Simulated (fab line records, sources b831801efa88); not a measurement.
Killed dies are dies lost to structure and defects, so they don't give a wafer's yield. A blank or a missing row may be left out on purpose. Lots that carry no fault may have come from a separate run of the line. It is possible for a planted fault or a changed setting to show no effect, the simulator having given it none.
Struck lot and sound lot, side by side	flow sky130	15 out of 708 route steps
Sound: wafers L161.1, L161.2, L161.5. Struck: wafer L152.3. (L152.1 of the same lot was not struck and is left out.) The cause comes at the end.
For every step that has rows: the tool of each side, followed by ch and its chambers, followed by its first start. Under that, the readings that differ: sound wafers	struck wafers	difference of the means	sigmas: that difference in standard deviations of wafers without a fault.
alike: readings whose means differ by less than 2 such deviations, and words and numbers that are the same on both sides. not compared: withheld readings, readings that some wafer has no value for, bounds like >300 that may hide the same value, and numbers for which the record gives no deviation and whose values overlap.
Wherever a step has rows on one side only, a row that says differs or no value, or a row with sigmas, the two part there. Numbers that don't overlap but have no deviation are shown without sigmas and don't part them. A reading missing from all wafers of one side parts the sides only when that side holds two or more wafers.

first, 5 steps without rows for these wafers: SKY_VT_ADJUST_LVTN_COAT_13 (resist thk 1140 nm); SKY_VT_ADJUST_LVTN_SOFTBAKE_14 (time 60 s); SKY_VT_ADJUST_LVTN_EXPOSE_15 (exposes mask HVN STD DERIVED, target cd 600 nm); SKY_VT_ADJUST_LVTN_PEB_16; SKY_VT_ADJUST_LVTN_DEVELOP_17 (develop time 60 s).
SKY_VT_ADJUST_LVTN_OVL_MEAS_18:
  sound: overlay-01 at day 12 13:47; struck: overlay-01 at day 9 21:35
  alike: VT_ADJUST_LVTN_01_OVL
next, for these wafers, 1 step has no rows: SKY_VT_ADJUST_LVTN_IMPLANT_19.
SKY_VT_ADJUST_LVTN_STRIP_20: strips in O2/N2.
  sound on plasma_asher-04 ch 0,1, day 12 13:58; struck on plasma_asher-02 ch 0, day 9 21:46
  alike: drypump_motor_current_A, oes_product_au, strip_time_to_endpoint_s
  not compared: rf_hours_counter_h
SKY_VT_ADJUST_LVTN_TW_MEAS_21:
  sound: film_metro-01 at day 12 14:04; struck: film_metro-03 at day 9 21:52
reading	sound	struck	difference	sigmas
VT_ADJUST_LVTN_2_TW	190.4 190.4 190.5	187.3	-3.1	-3
then, 3 steps without rows for these wafers: SKY_VT_ADJUST_NCORE_DEHYDRATE_00 (time 60 s); SKY_VT_ADJUST_NCORE_HMDS_01 (prime time 60 s); SKY_VT_ADJUST_NCORE_COAT_02 (resist thk 1140 nm).
SKY_VT_ADJUST_NCORE_SOFTBAKE_03: time 60 s.
  sound on litho_track-04 ch 0, day 13 02:07; struck on litho_track-02 ch 0, day 10 08:08
reading	sound	struck	difference	sigmas
heater_power_total_W (W)	56.53 56.63 56.55	57.07	+0.50	+10
run_length_s (s)	88.66 88.88 88.83	87.59	-1.20	-5
  alike: chill_plate_temp_C
then, 1 step without rows for these wafers: SKY_VT_ADJUST_NCORE_EXPOSE_04 (exposes mask LVTN COMPLEMENT THIN, target cd 380 nm).
-- record jumps: 37 days separate the struck wafers' starts on either side; left off in module VT_ADJUST_NCORE, taken up again in module PAD_OPEN, whose first shown step is the route's number 708 --
SKY_PAD_OPEN_PROBE_99:
  only the struck wafers here have rows in the record (prober-01, day 47 15:20); the sound ones have none

WHERE THEY PART
First at SKY_VT_ADJUST_LVTN_TW_MEAS_21; last, within this record, at SKY_PAD_OPEN_PROBE_99.

WHY: what had been put in by the simulator
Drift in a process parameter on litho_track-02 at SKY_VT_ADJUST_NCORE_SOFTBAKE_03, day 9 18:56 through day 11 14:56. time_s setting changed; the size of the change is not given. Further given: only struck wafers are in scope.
